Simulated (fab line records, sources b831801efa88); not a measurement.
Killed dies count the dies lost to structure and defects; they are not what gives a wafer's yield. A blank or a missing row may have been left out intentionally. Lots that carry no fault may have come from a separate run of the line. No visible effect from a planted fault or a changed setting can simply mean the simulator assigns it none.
A struck lot beside a sound one / flow sfq_line / 14 out of 325 route steps
Sound: these wafers, L945.2, L945.3, L945.4. Struck: wafer L955.1 (L955.3, L955.4, from the same lot, were not struck and are left out); the cause is given at the end.
Per side, at each step with rows, come the tool, then ch with its chambers, and then its first start. Under that, the readings that differ: sound wafers / struck wafers / difference of the means / sigmas: that difference in standard deviations of wafers without a fault.
alike: a reading whose means differ by less than 2 such deviations, as well as words and numbers matching on both sides. not compared: withheld readings; readings where some wafer has no value; bounds like >300 that might hide an equal value; numbers whose values overlap and for which the record gives no deviation.
The two part at a step that has a row with sigmas, a row that says differs or no value, or rows on one side only. When numbers do not overlap yet have no deviation, they are printed without sigmas and do not part them. Lack of a reading on every wafer of one side parts them only where that side has two or more wafers.

first, 4 steps without rows for these wafers: SFQ_TRILAYER_M5_LITHO_SOFTBAKE_127; SFQ_TRILAYER_M5_LITHO_EXPOSE_124 (exposes mask M5, target cd 700 nm); SFQ_TRILAYER_M5_LITHO_PEB_126 (peb time 60 s); SFQ_TRILAYER_M5_LITHO_DEVELOP_125 (time 60 s).
SFQ_M5_OVL_MEAS_932:
  struck on overlay-01, day 71 16:30; sound on overlay-02, day 65 18:06
  alike: M5_OVL
then, 1 step without rows for these wafers: SFQ_TRILAYER_M5_BARC_OPEN_METAL_ETCH_161 (etches BARC in O2, target depth 125 nm, time 41.7 s).
SFQ_TRILAYER_M5_ETCH_METAL_ETCH_126: etches Nb in Cl2/BCl3, stops on SiO2, time 203.2 s, target depth 265 nm.
  sound on rie_metal-04 ch 0,1, day 65 18:11; struck on rie_metal-04 ch 1, day 71 16:35
  alike: drypump_motor_current_A, oes_product_au
  not compared: rf_hours_counter_h
SFQ_TRILAYER_M5_STRIP_STRIP_127: strips in O2.
  sound on rie_metal-04 ch 0,1, day 65 18:23; struck on rie_metal-04 ch 1, day 71 16:47
  alike: drypump_motor_current_A, oes_product_au
  not compared: rf_hours_counter_h
then, 2 steps without rows for these wafers: SFQ_TRILAYER_M5_STRIP_SOLV_CLEAN_128 (cleans in NMP, time 600 s); SFQ_TRILAYER_A5B_DEP_PECVD_129 (deposits SiO2 from SiH4/N2O, time 133.33 s, target thk 600 nm).
SFQ_TRILAYER_A5B_CMP_CMP_130: polishes, stops on Nb, target thk 340.7 nm.
  sound on cmp-02 ch 1,2,3, day 65 19:15; struck on cmp-02 ch 2, day 71 17:39
  alike: motor_current_A, slurry_flow_ml_min
SFQ_TRILAYER_A5B_METRO_MEASURE_131:
  struck on film_metro-03, day 71 20:39; sound on film_metro-04, day 65 22:27
  alike: thk_nm
SFQ_TRILAYER_R5_DEP_SPUTTER_132: material Ti, target thk 5 nm, time 5 s.
  struck on pvd_sputter-06, day 71 21:51; sound on pvd_sputter-06, day 65 23:27
reading=cathode_dc_power_W (W); sound=2000.3 2000.6 2000.0; struck=2062.5; difference=+62.2; sigmas=+99 or more
  alike: throttle_valve_pct
SFQ_TRILAYER_R5_DEP_SPUTTER_133: material MoNx, target thk 40 nm, time 66.7 s.
  struck on pvd_sputter-06, day 71 21:52; sound on pvd_sputter-06, day 65 23:28
  alike: cathode_dc_power_W, throttle_valve_pct

WHERE THEY PART
Only at SFQ_TRILAYER_R5_DEP_SPUTTER_132, as far as this record shows. Later steps at which nothing parts them and some readings are alike: SFQ_TRILAYER_R5_DEP_SPUTTER_133.

WHY: what had been put in by the simulator
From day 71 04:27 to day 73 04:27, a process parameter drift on pvd_sputter-06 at SFQ_TRILAYER_R5_DEP_SPUTTER_132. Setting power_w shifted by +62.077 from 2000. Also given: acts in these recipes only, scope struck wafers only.
